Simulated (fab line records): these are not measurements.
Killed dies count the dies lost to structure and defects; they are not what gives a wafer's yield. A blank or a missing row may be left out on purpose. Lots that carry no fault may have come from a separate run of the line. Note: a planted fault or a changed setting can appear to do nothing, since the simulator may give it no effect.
fab line records | flow sky130
record: lots: 6 | wafers: 18 | last_day: 49
route steps=708 shown METAL3@533 CAPM@537 PAD_OPEN@708
lots that met no fault: from a run of the same line without faults
start_h: hours from the record's opening day to when the first of the lot's shown wafers began | wait_h: how many hours have passed since the lot's step before this one | " the same as in the row above | L1.1+2: a row that stands for several wafers | - no value present, or no start provided | * or withheld: withheld | < > ~ a bound
route shown NAME@n: a module of which the file shows steps, and the number in the route of the first | usual: the fault-free wafers' mean and standard deviation | same: alike in all rows | chamber/n: place in a boat | sites: each site's reading | _std_site: standard deviation of those values | _edge_site: mean of outer sites minus mean of inner sites | radius_mm: how far each site lies from the wafer's centre | mask NAME#n: copy n | behind: tool/chamber where the wafer was last shaped | hold: what put the lot on hold/how long, in hours/how the hold closed | device: names the non-switching transistor (n, p or np) | end of line: at the end of the route, the tests of the same wafers | a step given without rows: its recipe and nothing more | killed: count of dies lost to structure and defects at first sort (not the wafer's yield) | map: dies across one wafer; x = killed, . = not, _ = none there
set.NAME: the setting as run; set.NAME@STEP: as run at that earlier step | model.NAME: the simulator's own value behind a step, which no gauge read
lots at some steps of the route; a table a step, a row a wafer
services: a tool's chamber out of use, with start hour (start_h, from the record's first day; less than 0 if before it), hours out, and reason
== steps ==
step: SKY_METAL3_SPUTTER_01
recipe: material: TiN | target_thk_nm: 20 | power_w: 6500 | time_s: 16.7 | chamber_pressure_pa: 0.4
usual: throttle_valve_pct: 29.7/0.92
same: time_s: 16.7
lot.wafer | tool           | chamber | start_h | wait_h | throttle_valve_pct
L370.2    | pvd_sputter-01 | -       | 859.49  | 0.0    | 31.1
L370.3    | "              | -       | "       | "      | 28.6
L370.4    | "              | -       | "       | "      | 29.4
L375.1    | pvd_sputter-03 | -       | 911.76  | 0.0    | 32.1
L375.3    | "              | -       | "       | "      | 30.5
L375.4    | "              | -       | "       | "      | 29.5
L376.1    | pvd_sputter-01 | -       | 916.58  | 0.0    | 28.6
L376.3    | "              | -       | "       | "      | 28.9
L376.6    | "              | -       | "       | "      | 28.7
L384.1    | pvd_sputter-02 | -       | 970.73  | 0.0    | 30.4
L384.2    | "              | -       | "       | "      | 30.7
L384.4    | "              | -       | "       | "      | 30.1
L385.2    | pvd_sputter-02 | -       | 973.25  | 0.0    | 28.8
L385.3    | "              | -       | "       | "      | 30.4
L385.6    | "              | -       | "       | "      | 28.9
L388.4    | pvd_sputter-01 | -       | 989.71  | 0.0    | 29.3
L388.5    | "              | -       | "       | "      | 28.6
L388.6    | "              | -       | "       | "      | 31.3
step: SKY_METAL3_SPUTTER_02
recipe: material: AlCu | target_thk_nm: 735 | power_w: 10600 | time_s: 39.1 | chamber_pressure_pa: 0.4
usual: throttle_valve_pct: 29.7/0.9
same: time_s: 39.1
lot.wafer | tool           | chamber | start_h | wait_h | throttle_valve_pct
L370.2    | pvd_sputter-01 | -       | 859.51  | 0.0    | 31.1
L370.3    | "              | -       | "       | "      | 28.9
L370.4    | "              | -       | "       | "      | 29.2
L375.1    | pvd_sputter-03 | -       | 911.79  | 0.0    | 32.0
L375.3    | "              | -       | "       | "      | 30.9
L375.4    | "              | -       | "       | "      | 29.5
L376.1    | pvd_sputter-01 | -       | 916.60  | 0.0    | 28.5
L376.3    | "              | -       | "       | "      | 29.0
L376.6    | "              | -       | "       | "      | 28.7
L384.1    | pvd_sputter-02 | -       | 970.76  | 0.0    | 30.4
L384.2    | "              | -       | "       | "      | 30.6
L384.4    | "              | -       | "       | "      | 29.9
L385.2    | pvd_sputter-02 | -       | 973.28  | 0.0    | 28.9
L385.3    | "              | -       | "       | "      | 30.1
L385.6    | "              | -       | "       | "      | 28.6
L388.4    | pvd_sputter-01 | -       | 989.74  | 0.0    | 29.2
L388.5    | "              | -       | "       | "      | 29.0
L388.6    | "              | -       | "       | "      | 30.9
step: SKY_METAL3_SPUTTER_03
recipe: material: Ti | target_thk_nm: 5 | power_w: 3000 | time_s: 3.3 | chamber_pressure_pa: 0.4
step: SKY_METAL3_SPUTTER_04
recipe: material: TiN | target_thk_nm: 70 | power_w: 6500 | time_s: 58.3 | chamber_pressure_pa: 0.4
usual: throttle_valve_pct: 29.7/0.91
same: time_s: 58.3
lot.wafer | tool           | chamber | start_h | wait_h | throttle_valve_pct
L370.2    | pvd_sputter-01 | -       | 859.57  | 0.0    | 31.1
L370.3    | "              | -       | "       | "      | 28.8
L370.4    | "              | -       | "       | "      | 29.3
L375.1    | pvd_sputter-03 | -       | 911.85  | 0.0    | 31.7
L375.3    | "              | -       | "       | "      | 30.5
L375.4    | "              | -       | "       | "      | 29.5
L376.1    | pvd_sputter-01 | -       | 916.66  | 0.0    | 28.7
L376.3    | "              | -       | "       | "      | 28.9
L376.6    | "              | -       | "       | "      | 28.7
L384.1    | pvd_sputter-02 | -       | 970.81  | 0.0    | 30.5
L384.2    | "              | -       | "       | "      | 30.5
L384.4    | "              | -       | "       | "      | 29.8
L385.2    | pvd_sputter-02 | -       | 973.34  | 0.0    | 28.6
L385.3    | "              | -       | "       | "      | 30.3
L385.6    | "              | -       | "       | "      | 28.5
L388.4    | pvd_sputter-01 | -       | 989.80  | 0.0    | 29.3
L388.5    | "              | -       | "       | "      | 28.7
L388.6    | "              | -       | "       | "      | 31.0
step: SKY_CAPM_CVD_00
recipe: material: SiO2 | target_thk_nm: 15.5 | temp_c: 400 | time_s: withheld | rf_w: 450
usual: heater_power_w: 716/90 | rf_fwd_power_W: 441.0/2
lot.wafer | tool     | chamber | start_h | wait_h | heater_power_w | rf_fwd_power_W
L370.2    | pecvd-01 | 1       | 859.62  | 0.0    | 922            | 438.7
L370.3    | "        | 2       | "       | "      | 632            | 438.0
L370.4    | "        | 1       | "       | "      | 934            | 438.8
L375.1    | pecvd-03 | 2       | 911.90  | 0.0    | 657            | 441.9
L375.3    | "        | 1       | "       | "      | 730            | 437.6
L375.4    | "        | 1       | "       | "      | 735            | 440.9
L376.1    | pecvd-01 | 1       | 916.71  | 0.0    | 802            | 441.3
L376.3    | "        | 2       | "       | "      | 569            | 437.5
L376.6    | "        | 1       | "       | "      | 788            | 443.5
L384.1    | pecvd-04 | 2       | 970.86  | 0.0    | 797            | 442.7
L384.2    | "        | 0       | "       | "      | 785            | 439.5
L384.4    | "        | 0       | "       | "      | 801            | 442.1
L385.2    | pecvd-03 | 2       | 973.39  | 0.0    | 643            | 443.6
L385.3    | "        | 2       | "       | "      | 643            | 443.9
L385.6    | "        | 2       | "       | "      | 628            | 443.1
L388.4    | pecvd-03 | 0       | 989.86  | 0.0    | 729            | 439.3
L388.5    | "        | 0       | "       | "      | 760            | 438.0
L388.6    | "        | 2       | "       | "      | 673            | 443.3
step: SKY_CAPM_THK_MEAS_01
recipe: reads: SiO2_of_CAPM_CVD_00
usual: CAPM_CVD_00_THK: 15.54/0.22
lot.wafer | tool          | chamber | start_h | wait_h | CAPM_CVD_00_THK[nm]
L370.2    | film_metro-03 | -       | 859.65  | -      | 15.39
L370.3    | "             | -       | "       | "      | 15.20
L370.4    | "             | -       | "       | "      | 15.44
L375.1    | film_metro-03 | -       | 911.92  | -      | 15.37
L375.3    | "             | -       | "       | "      | 15.41
L375.4    | "             | -       | "       | "      | 15.67
L376.1    | film_metro-02 | -       | 916.73  | -      | 15.52
L376.3    | "             | -       | "       | "      | 15.55
L376.6    | "             | -       | "       | "      | 15.70
L384.1    | film_metro-01 | -       | 970.88  | -      | 15.12
L384.2    | "             | -       | "       | "      | 15.18
L384.4    | "             | -       | "       | "      | 15.61
L385.2    | film_metro-01 | -       | 973.43  | -      | 15.42
L385.3    | "             | -       | "       | "      | 15.36
L385.6    | "             | -       | "       | "      | 15.63
L388.4    | film_metro-03 | -       | 989.91  | -      | 15.66
L388.5    | "             | -       | "       | "      | 15.76
L388.6    | "             | -       | "       | "      | 15.90
step: SKY_CAPM_SPUTTER_02
recipe: material: TiN | target_thk_nm: 200 | temp_c: 300 | power_w: 6500 | time_s: 166.7 | chamber_pressure_pa: 0.4
usual: throttle_valve_pct: 30.1/1.4
same: time_s: 166.7
lot.wafer | tool           | chamber | start_h | wait_h | throttle_valve_pct
L370.2    | pvd_sputter-02 | -       | 859.70  | 0.0    | 28.7
L370.3    | "              | -       | "       | "      | 30.0
L370.4    | "              | -       | "       | "      | 29.9
L375.1    | pvd_sputter-04 | -       | 911.98  | 0.1    | 30.8
L375.3    | "              | -       | "       | "      | 33.1
L375.4    | "              | -       | "       | "      | 29.9
L376.1    | pvd_sputter-02 | -       | 916.79  | 0.1    | 30.3
L376.3    | "              | -       | "       | "      | 28.7
L376.6    | "              | -       | "       | "      | 30.1
L384.1    | pvd_sputter-04 | -       | 970.94  | 0.1    | 28.6
L384.2    | "              | -       | "       | "      | 30.8
L384.4    | "              | -       | "       | "      | 33.0
L385.2    | pvd_sputter-01 | -       | 973.48  | 0.0    | 28.8
L385.3    | "              | -       | "       | "      | 29.0
L385.6    | "              | -       | "       | "      | 28.5
L388.4    | pvd_sputter-02 | -       | 989.94  | 0.0    | 30.9
L388.5    | "              | -       | "       | "      | 30.4
L388.6    | "              | -       | "       | "      | 30.0
step: SKY_CAPM_RS_MEAS_03
recipe: thk_meas_gauge: four-point-probe | reads: TiN_of_CAPM_SPUTTER_02
usual: CAPM_TIN_RS: 6.90/0.078
lot.wafer | tool          | chamber | start_h | wait_h | CAPM_TIN_RS[ohm/sq]
L370.2    | film_metro-01 | -       | 859.83  | 0.1    | 6.98
L370.3    | "             | -       | "       | "      | 6.86
L370.4    | "             | -       | "       | "      | 6.90
L375.1    | film_metro-02 | -       | 912.09  | 0.1    | 6.89
L375.3    | "             | -       | "       | "      | 6.84
L375.4    | "             | -       | "       | "      | 6.81
L376.1    | film_metro-01 | -       | 916.90  | 0.1    | 6.78
L376.3    | "             | -       | "       | "      | 6.91
L376.6    | "             | -       | "       | "      | 6.81
L384.1    | film_metro-02 | -       | 971.05  | 0.1    | 6.83
L384.2    | "             | -       | "       | "      | 6.85
L384.4    | "             | -       | "       | "      | 6.79
L385.2    | film_metro-02 | -       | 973.61  | 0.1    | 6.95
L385.3    | "             | -       | "       | "      | 6.93
L385.6    | "             | -       | "       | "      | 6.96
L388.4    | film_metro-03 | -       | 990.11  | 0.1    | 6.89
L388.5    | "             | -       | "       | "      | 6.88
L388.6    | "             | -       | "       | "      | 6.97
step: SKY_CAPM_THK_MEAS_04
recipe: thk_meas_gauge: xrf | reads: TiN_of_CAPM_SPUTTER_02
usual: CAPM_TIN_THK: 198.0/2.3
lot.wafer | tool          | chamber | start_h | wait_h | CAPM_TIN_THK[nm]
L370.2    | film_metro-01 | -       | 859.94  | 0.1    | 196.6
L370.3    | "             | -       | "       | "      | 199.4
L370.4    | "             | -       | "       | "      | 197.9
L375.1    | film_metro-02 | -       | 912.21  | 0.1    | 197.1
L375.3    | "             | -       | "       | "      | 198.3
L375.4    | "             | -       | "       | "      | 200.3
L376.1    | film_metro-01 | -       | 917.02  | 0.1    | 202.6
L376.3    | "             | -       | "       | "      | 198.8
L376.6    | "             | -       | "       | "      | 201.6
L384.1    | film_metro-02 | -       | 971.17  | 0.1    | 198.5
L384.2    | "             | -       | "       | "      | 198.8
L384.4    | "             | -       | "       | "      | 200.0
L385.2    | film_metro-02 | -       | 973.72  | 0.1    | 195.6
L385.3    | "             | -       | "       | "      | 195.6
L385.6    | "             | -       | "       | "      | 194.7
L388.4    | film_metro-03 | -       | 990.20  | 0.1    | 198.4
L388.5    | "             | -       | "       | "      | 198.7
L388.6    | "             | -       | "       | "      | 195.3
step: SKY_CAPM_DEHYDRATE_05
recipe: temp_c: 200 | time_s: 60
step: SKY_CAPM_HMDS_06
recipe: prime_time_s: 60 | prime_temp_c: 120
step: SKY_CAPM_COAT_07
recipe: resist: NOVOLAK | spin_rpm: 3000 | resist_thk_nm: 1140
step: SKY_CAPM_SOFTBAKE_08
recipe: temp_c: 90 | time_s: 60 | resist: NOVOLAK
usual: chill_plate_temp_C: 23.03/0.092 | heater_power_total_W: 56.60/0.046 | plate_temp_C: 89.98/0.12
same: time_s: 60
lot.wafer | tool           | chamber | start_h | wait_h | chill_plate_temp_C | heater_power_total_W | plate_temp_C
L370.2    | litho_track-01 | 0       | 873.47  | 0.1    | 22.91              | 56.64                | 90.07
L370.3    | "              | 0       | "       | "      | 23.06              | 56.67                | 89.92
L370.4    | "              | 0       | "       | "      | 23.01              | 56.58                | 89.97
L375.1    | litho_track-01 | 0       | 924.09  | 0.1    | 23.11              | 57.18                | 90.81
L375.3    | "              | 0       | "       | "      | 23.02              | 57.13                | 90.89
L375.4    | "              | 0       | "       | "      | 23.03              | 57.12                | 90.74
L376.1    | litho_track-01 | 0       | 929.24  | 0.1    | 22.91              | 57.28                | 90.85
L376.3    | "              | 0       | "       | "      | 22.96              | 57.28                | 90.79
L376.6    | "              | 0       | "       | "      | 23.06              | 57.24                | 90.79
L384.1    | litho_track-04 | 0       | 982.99  | 0.1    | 22.94              | 56.55                | 89.89
L384.2    | "              | 0       | "       | "      | 23.08              | 56.57                | 89.73
L384.4    | "              | 0       | "       | "      | 23.05              | 56.60                | 89.80
L385.2    | litho_track-04 | 0       | 985.41  | 0.1    | 23.04              | 56.52                | 89.81
L385.3    | "              | 0       | "       | "      | 23.15              | 56.54                | 90.05
L385.6    | "              | 0       | "       | "      | 23.10              | 56.68                | 90.14
L388.4    | litho_track-02 | 0       | 1002.29 | 0.1    | 23.11              | 56.59                | 90.01
L388.5    | "              | 0       | "       | "      | 23.17              | 56.58                | 90.01
L388.6    | "              | 0       | "       | "      | 23.10              | 56.59                | 89.81
step: SKY_CAPM_EXPOSE_09
recipe: mask_id: CAPM | na: 0.6 | source_shape: conventional | sigma_outer: 0.6 | polarization: unpolarized | target_cd_nm: 1000 | dose_mj: 159
step: SKY_PAD_OPEN_PROBE_99
usual: defect_limited_yield: 82.5/1.9 | killed_at_M0_to_M3: 44/6.4 | killed_at_M4_up: 3.4/2.1 | killed_at_contacts: 23/5 | killed_at_front_end: 15/4.5 | killed_at_other: 0.3/0.54 | killed_dies: 86/9.5 | killed_open: 48/6.9 | killed_short: 38/5.9 | sort_bin_3_pad_short: 0.8/0.44 | sort_bin_5_function: 10.5/1.6 | sort_bin_6_memory: 6.1/1.1 | sort_n_pass: 406/9.5 | sort_yield_pct: 82.5/1.9
same: gross_dies: 492 | killed_at_back_side: 0 | sort_bin_4_leakage[%]: 0 | sort_bin_8_speed[%]: 0
lot.wafer | tool      | chamber | start_h | wait_h | defect_limited_yield[%] | killed_at_M0_to_M3 | killed_at_M4_up | killed_at_contacts | killed_at_front_end | killed_at_other | killed_dies | killed_open | killed_short | sort_bin_3_pad_short[%] | sort_bin_5_function[%] | sort_bin_6_memory[%] | sort_n_pass | sort_yield_pct[%]
L370.2    | prober-01 | -       | 1083.86 | 0.1    | 83.1                    | 54                 | 2               | 15                 | 11                  | 1               | 83          | 45          | 38           | 1.2                     | 10.6                   | 5.1                  | 409         | 83.1
L370.3    | prober-01 | -       | 1083.91 | 0.2    | 82.5                    | 46                 | 2               | 22                 | 16                  | 0               | 86          | 43          | 43           | 1.0                     | 10.0                   | 6.5                  | 406         | 82.5
L370.4    | prober-01 | -       | 1083.96 | 0.2    | 83.3                    | 45                 | 2               | 18                 | 15                  | 2               | 82          | 42          | 39           | 1.0                     | 9.1                    | 6.5                  | 410         | 83.3
L376.1    | prober-02 | -       | 1126.73 | 0.1    | 83.5                    | 38                 | 0               | 29                 | 14                  | 0               | 81          | 44          | 37           | 0.6                     | 8.7                    | 7.1                  | 411         | 83.5
L376.3    | prober-02 | -       | 1126.83 | 0.2    | 81.3                    | 47                 | 2               | 34                 | 8                   | 1               | 92          | 63          | 29           | 0.4                     | 11.2                   | 7.1                  | 400         | 81.3
L376.6    | prober-02 | -       | 1126.98 | 0.2    | 83.7                    | 39                 | 4               | 26                 | 11                  | 0               | 80          | 42          | 38           | 0.4                     | 11.0                   | 4.9                  | 412         | 83.7
L385.2    | prober-01 | -       | 1169.75 | 0.1    | 80.3                    | 49                 | 3               | 34                 | 11                  | 0               | 97          | 48          | 49           | 1.2                     | 11.2                   | 7.3                  | 395         | 80.3
L385.3    | prober-01 | -       | 1169.80 | 0.2    | 84.1                    | 40                 | 5               | 24                 | 9                   | 0               | 78          | 41          | 36           | 1.4                     | 9.8                    | 4.7                  | 414         | 84.1
L385.6    | prober-01 | -       | 1169.95 | 0.2    | 82.1                    | 44                 | 5               | 22                 | 17                  | 0               | 88          | 49          | 38           | 1.0                     | 10.4                   | 6.5                  | 404         | 82.1
L388.4    | prober-02 | -       | 1184.65 | 0.2    | 82.5                    | 45                 | 7               | 23                 | 11                  | 0               | 86          | 43          | 43           | 0.4                     | 11.0                   | 6.1                  | 406         | 82.5
L388.5    | prober-02 | -       | 1184.70 | 0.2    | 80.7                    | 49                 | 1               | 25                 | 20                  | 0               | 95          | 54          | 41           | 0.8                     | 12.0                   | 6.5                  | 397         | 80.7
L388.6    | prober-02 | -       | 1184.75 | 0.2    | 83.5                    | 40                 | 4               | 26                 | 10                  | 1               | 81          | 48          | 33           | 0.4                     | 8.5                    | 7.5                  | 411         | 83.5
killed by level:class
L370.2 VIA2:geometric_particle:open=9 VIA3:geometric_particle:open=8 VIA1:geometric_particle:open=7 METAL2:geometric_particle:short=7 METAL1:geometric_particle:short=6 LI_CONTACT:geometric_particle:short=5 VIA1:geometric_particle:short=5 CONTACT:geometric_particle:open=4
L370.3 VIA3:geometric_particle:open=11 LI_CONTACT:geometric_particle:short=7 VIA1:geometric_particle:open=7 METAL2:geometric_particle:short=6 VIA2:geometric_particle:open=6 FIELD_ISO:geometric_particle:short=5 POLY_GATE:geometric_particle:open=5 VIA1:geometric_particle:short=5
L370.4 VIA1:geometric_particle:open=10 LI_CONTACT:geometric_particle:open=9 VIA3:geometric_particle:open=7 VIA1:geometric_particle:short=6 METAL2:geometric_particle:short=5 LOCAL_INTERCONNECT:geometric_particle:short=5 METAL1:geometric_particle:short=5 FIELD_ISO:geometric_particle:short=4
L376.1 VIA1:geometric_particle:open=10 CONTACT:geometric_particle:open=9 FIELD_ISO:geometric_particle:short=7 LI_CONTACT:geometric_particle:open=7 VIA2:geometric_particle:open=7 CONTACT:geometric_particle:short=6 METAL1:geometric_particle:short=6 LOCAL_INTERCONNECT:geometric_particle:short=4
L376.3 CONTACT:geometric_particle:open=16 VIA1:geometric_particle:open=14 VIA3:geometric_particle:open=10 LI_CONTACT:geometric_particle:open=7 CONTACT:geometric_particle:short=7 VIA2:geometric_particle:open=6 METAL1:geometric_particle:short=5 VIA3:geometric_particle:short=3
L376.6 LI_CONTACT:geometric_particle:open=10 VIA1:geometric_particle:open=9 VIA3:geometric_particle:open=7 POLY_GATE:geometric_particle:short=6 CONTACT:geometric_particle:open=6 VIA2:geometric_particle:open=6 LI_CONTACT:geometric_particle:short=5 VIA2:geometric_particle:short=5
L385.2 VIA3:geometric_particle:open=11 METAL1:geometric_particle:short=11 LI_CONTACT:geometric_particle:open=10 CONTACT:geometric_particle:short=10 CONTACT:geometric_particle:open=7 VIA2:geometric_particle:open=7 LOCAL_INTERCONNECT:geometric_particle:short=6 VIA1:geometric_particle:open=4
L385.3 CONTACT:geometric_particle:open=9 LI_CONTACT:geometric_particle:open=8 VIA3:geometric_particle:open=8 VIA1:geometric_particle:open=7 METAL1:geometric_particle:short=6 VIA2:geometric_particle:short=5 VIA3:geometric_particle:short=5 METAL4:geometric_particle:short=4
L385.6 VIA3:geometric_particle:open=13 LI_CONTACT:geometric_particle:open=9 VIA2:geometric_particle:open=6 LI_CONTACT:geometric_particle:short=5 VIA1:geometric_particle:open=5 CONTACT:geometric_particle:open=5 METAL1:geometric_particle:short=5 FIELD_ISO:geometric_particle:open=4
L388.4 VIA1:geometric_particle:open=9 METAL2:geometric_particle:short=9 CONTACT:geometric_particle:open=8 VIA2:geometric_particle:open=7 METAL1:geometric_particle:short=7 LI_CONTACT:geometric_particle:open=6 VIA1:geometric_particle:short=6 METAL4:geometric_particle:short=6
L388.5 VIA3:geometric_particle:open=12 LI_CONTACT:geometric_particle:open=9 CONTACT:geometric_particle:open=9 VIA1:geometric_particle:short=6 VIA1:geometric_particle:open=6 METAL2:geometric_particle:short=5 FIELD_ISO:geometric_particle:open=4 FIELD_ISO:geometric_particle:short=4
L388.6 VIA1:geometric_particle:open=16 CONTACT:geometric_particle:open=11 VIA3:geometric_particle:open=8 LI_CONTACT:geometric_particle:open=5 CONTACT:geometric_particle:short=5 FIELD_ISO:geometric_particle:short=4 VIA1:geometric_particle:short=4 METAL4:geometric_particle:short=4
== services ==
tool           | chamber | start_h | hours | kind
litho_track-02 | -       | 851.19  | -     | consumable_replace:filter
pvd_sputter-03 | -       | 852.95  | 9.3   | repair
pecvd-04       | 0       | 857.10  | 2.1   | scheduled_down
pecvd-03       | 2       | 867.04  | 14.5  | repair
pecvd-01       | -       | 874.39  | 6.0   | pm
pvd_sputter-02 | -       | 878.24  | 2.6   | repair
pvd_sputter-02 | -       | 878.65  | 4.5   | repair
pvd_sputter-01 | -       | 901.17  | 3.3   | repair
pecvd-04       | 2       | 913.44  | 11.2  | repair
pecvd-03       | -       | 929.57  | 2.3   | repair
pecvd-01       | 2       | 967.98  | 5.0   | scheduled_down
pecvd-03       | 1       | 968.93  | 23.0  | repair
pvd_sputter-03 | -       | 977.03  | 29.4  | repair
pecvd-03       | -       | 995.30  | 5.5   | pm
pecvd-01       | 1       | 999.38  | -     | clean
pecvd-01       | 1       | 999.38  | -     | consumable_replace:showerhead
pecvd-01       | 1       | 999.38  | 29.0  | scheduled_down
pecvd-01       | 1       | 999.38  | 29.0  | vent_cycle
== key ==
first_sign: step: SKY_CAPM_SOFTBAKE_08 | reading: heater_power_total_W | direction: up | sigmas: 13 | usual: * | struck: *
effect: step: SKY_CAPM_SOFTBAKE_08 | reading: plate_temp_C | direction: up | sigmas: 7.2 | usual: * | struck: *
met_at SKY_CAPM_SOFTBAKE_08
struck_wafers L375.1,L375.3,L375.4,L376.1,L376.3,L376.6
onset_between 873.47 924.09
fault: kind: process_parameter_drift | tool: litho_track-01 | chamber: - | onset_h: 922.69 | steps: SKY_CAPM_SOFTBAKE_08 | channel: temp_c | offset: * | shape: step | end_h: 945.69 | acts_in: * | stated: *
